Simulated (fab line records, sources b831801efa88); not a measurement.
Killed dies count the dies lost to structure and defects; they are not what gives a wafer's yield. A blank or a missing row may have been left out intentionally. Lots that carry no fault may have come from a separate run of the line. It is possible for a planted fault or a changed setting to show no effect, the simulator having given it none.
Which tool did it? | flow gf180mcu | 14 lots with 42 wafers sampled at 3 steps, on a route of 602 steps

## WHAT THE GAUGES SHOWED, per wafer
GF_MVSD_OVL_MEAS_07. Usual: MVSD_OVL typically reads 0.2 nm, with standard deviation 1.3.
lot  | measured     | on         | MVSD_OVL (nm)  | flag
L875 | day 4 07:55  | overlay-02 | 0.2 -0.2 -1.2  | 
L876 | day 4 16:29  | overlay-01 | -0.3 1.6 0.9   | 
L878 | day 5 03:31  | overlay-01 | 3.7 3.0 1.5    | 
L879 | day 5 06:46  | overlay-02 | 1.8 -1.0 -1.6  | 
L880 | day 5 14:43  | overlay-02 | 0.2 0.1 0.4    | 
L886 | day 7 00:28  | overlay-01 | -0.2 1.3 -2.7  | 
L889 | day 7 18:07  | overlay-01 | 4.4 1.3 0.9    | 
L890 | day 8 03:44  | overlay-02 | -1.0 -0.1 -0.9 | 
L891 | day 8 06:40  | overlay-02 | -0.5 -0.5 -0.9 | 
L892 | day 8 13:55  | overlay-02 | 2.3 -1.0 0.9   | 
L893 | day 8 20:52  | overlay-02 | 0.9 0.2 0.8    | 
L894 | day 9 01:06  | overlay-01 | 1.1 1.4 1.2    | 
L895 | day 9 06:55  | overlay-01 | 0.4 1.9 -0.3   | 
L898 | day 10 03:20 | overlay-01 | 0.8 0.3 -0.2   | 

GF_MVPSD_OVL_MEAS_07. Usual: MVPSD_OVL typically reads 1.0 nm, with standard deviation 1.4.
lot  | measured     | on         | MVPSD_OVL (nm) | flag
L875 | day 4 21:52  | overlay-01 | 2.2 1.5 1.3    | 
L876 | day 5 06:19  | overlay-02 | 1.1 0.9 1.5    | 
L878 | day 5 16:55  | overlay-02 | 3.4 5.3 2.9    | 
L879 | day 5 21:23  | overlay-02 | 1.4 1.7 1.1    | 
L880 | day 6 05:18  | overlay-01 | -1.2 -1.1 -0.7 | 
L886 | day 7 16:52  | overlay-01 | 0.8 0.5 0.3    | 
L889 | day 8 11:00  | overlay-02 | -1.6 -1.4 -0.9 | 
L890 | day 8 20:26  | overlay-02 | 1.7 3.2 2.4    | 
L891 | day 9 00:12  | overlay-01 | 1.1 0.7 1.5    | 
L892 | day 9 07:06  | overlay-02 | 0.2 1.4 2.0    | 
L893 | day 9 14:32  | overlay-02 | 0.4 -1.4 0.3   | 
L894 | day 9 17:54  | overlay-02 | 0.8 -0.5 2.8   | 
L895 | day 10 00:32 | overlay-01 | -1.5 -0.1 -1.2 | 
L898 | day 10 21:33 | overlay-02 | 0.3 0.5 0.0    | 

GF_VT_IMPLANT_OVL_MEAS_07. Usual: VT_IMPLANT_OVL typically reads -0.2 nm, with standard deviation 1.8.
lot  | measured     | on         | VT_IMPLANT_OVL (nm) | flag
L875 | day 5 12:01  | overlay-02 | -1.2 -2.5 -1.1      | 
L876 | day 5 20:43  | overlay-01 | 1.5 1.8 3.0         | 
L878 | day 6 08:10  | overlay-01 | 3.5 1.6 1.8         | 
L879 | day 6 12:38  | overlay-01 | -2.0 -2.1 -2.8      | 
L880 | day 6 20:58  | overlay-01 | 0.4 0.8 0.0         | 
L886 | day 8 10:19  | overlay-01 | 0.5 1.4 -1.5        | 
L889 | day 9 03:40  | overlay-02 | 0.0 0.1 -0.2        | 
L890 | day 9 13:58  | overlay-02 | -1.1 -1.3 -1.8      | 
L891 | day 9 16:40  | overlay-02 | -5.4 -1.9 -1.9      | 
L892 | day 10 00:50 | overlay-02 | 2.1 1.9 0.1         | 
L893 | day 10 08:46 | overlay-02 | 1.3 1.2 0.9         | 
L894 | day 10 12:20 | overlay-02 | -2.1 -0.2 -0.7      | 
L895 | day 10 17:58 | overlay-02 | -0.6 -3.7 -1.7      | 
L898 | day 11 15:55 | overlay-01 | -1.2 -0.9 -2.3      | 

## WHAT TOOL EACH LOT RAN ON (gives the tool, then ch and the chambers of the sampled wafers, and finally the start)
No process step before these readings appears in the record.

## AS READ BY THE TOOLS THEMSELVES (means over the sampled wafers that have a number; for cases with no such wafer, the mark the record gives instead)
The record holds no such reading with a usual standard deviation.

## THE ANSWER, worked out from the rows above alone
Rule: a lot is off if the mean of its wafers that have a number lies more than 3 standard deviations from the usual mean. Also off: a lot with no number at a reading for which 4 or more lots have one. Where the step has rows for the other lots, those lots are counted as sound. Order of review: gauges by route order, followed by the tools' own readings, for which a lot's mean as printed above is used. The first step at which some lot is off is used, and at that step the reading that is off furthest; a lot without a number counts as furthest.
No lot is off on any of the readings shown, so nothing can be concluded from this.

## WHAT HAD BEEN PUT IN BY THE SIMULATOR
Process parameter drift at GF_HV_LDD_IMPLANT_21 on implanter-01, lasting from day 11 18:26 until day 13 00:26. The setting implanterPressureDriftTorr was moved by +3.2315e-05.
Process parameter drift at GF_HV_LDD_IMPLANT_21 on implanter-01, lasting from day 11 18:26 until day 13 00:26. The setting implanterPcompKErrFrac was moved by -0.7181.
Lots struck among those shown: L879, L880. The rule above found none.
